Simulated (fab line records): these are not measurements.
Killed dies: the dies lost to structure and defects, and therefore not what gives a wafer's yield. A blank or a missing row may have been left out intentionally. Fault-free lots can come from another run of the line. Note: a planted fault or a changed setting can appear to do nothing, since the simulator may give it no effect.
Which tool did it?	flow sfq_line	7 lots, 21 wafers sampled, at 4 steps of a route of 325

WHAT THE GAUGES READ, wafer by wafer
SFQ_M6_OVL_MEAS_940.
lot	measured	on	M6_OVL (nm)
L647	day 77 12:06	overlay-01	-3 -3 1
L649	day 77 15:41	overlay-01	8 5 8
L651	day 77 21:41	overlay-01	-3 -1 -7
L653	day 78 02:30	overlay-01	2 2 1
L657	day 78 09:41	overlay-01	-4 1 -3
L660	day 79 03:22	overlay-01	-1 -4 -3
L662	day 79 17:46	overlay-01	-7 -9 -7

TOOL THAT RAN EACH LOT (tool first, then ch and the chambers of the sampled wafers, then the start)
lot	SFQ_TRILAYER_M1_STRIP_STRIP_043	SFQ_TRILAYER_I4_VIA_BARC_OPEN_VIA_ETCH_146	SFQ_TRILAYER_R5_LITHO_EXPOSE_137
L647	rie_metal-01 ch 0,1, day 11 01:28	rie_diel-04 ch 0,1,2, day 48 16:54	krf_scanner-02 ch 0, day 62 08:01
L649	rie_metal-03 ch 0,1, day 14 08:04	rie_diel-04 ch 1,2,3, day 50 10:49	krf_scanner-02 ch 0, day 62 18:13
L651	rie_metal-03 ch 0,1, day 14 22:28	rie_diel-04 ch 1,2, day 50 18:01	krf_scanner-02 ch 0, day 62 23:13
L653	rie_metal-01 ch 0,1, day 16 06:40	rie_diel-02 ch 1,2, day 51 04:49	krf_scanner-02 ch 0, day 63 06:37
L657	rie_metal-03 ch 0,1, day 17 15:40	rie_diel-01 ch 0,1,3, day 51 19:13	krf_scanner-02 ch 0, day 63 18:25
L660	rie_metal-01 ch 0,1, day 25 07:43	rie_diel-02 ch 0,1, day 53 09:13	krf_scanner-02 ch 0, day 65 07:37
L662	rie_metal-02 ch 0, day 25 16:07	rie_diel-02 ch 0,3, day 53 18:49	krf_scanner-02 ch 0, day 65 19:51
- SFQ_TRILAYER_M1_STRIP_STRIP_043: strips in O2.
- SFQ_TRILAYER_I4_VIA_BARC_OPEN_VIA_ETCH_146: etches BARC in O2, target depth 125 nm, time 41.7 s.
- SFQ_TRILAYER_R5_LITHO_EXPOSE_137: exposes mask R5, target cd 500 nm.

THE ANSWER, worked out from the rows above alone
Rule: the lots themselves supply what counts as usual. The widest of any qualifying gaps counts: lots, ordered by their means at a reading, are off when they make up no more than a third of the lots, leave a main group of 4 or more, and stand apart from it by 3 or more times the standard deviation of that group's means. If all means in a main group match to the digits the tables above print for the reading, that group is not used. A lot without any number at a reading at which 4 lots or more have one is off too. Where the step has rows for the other lots, those lots are counted as sound.
None of the lots is off at any reading shown; this tells nothing.

WHAT WAS PUT IN BY THE SIMULATOR
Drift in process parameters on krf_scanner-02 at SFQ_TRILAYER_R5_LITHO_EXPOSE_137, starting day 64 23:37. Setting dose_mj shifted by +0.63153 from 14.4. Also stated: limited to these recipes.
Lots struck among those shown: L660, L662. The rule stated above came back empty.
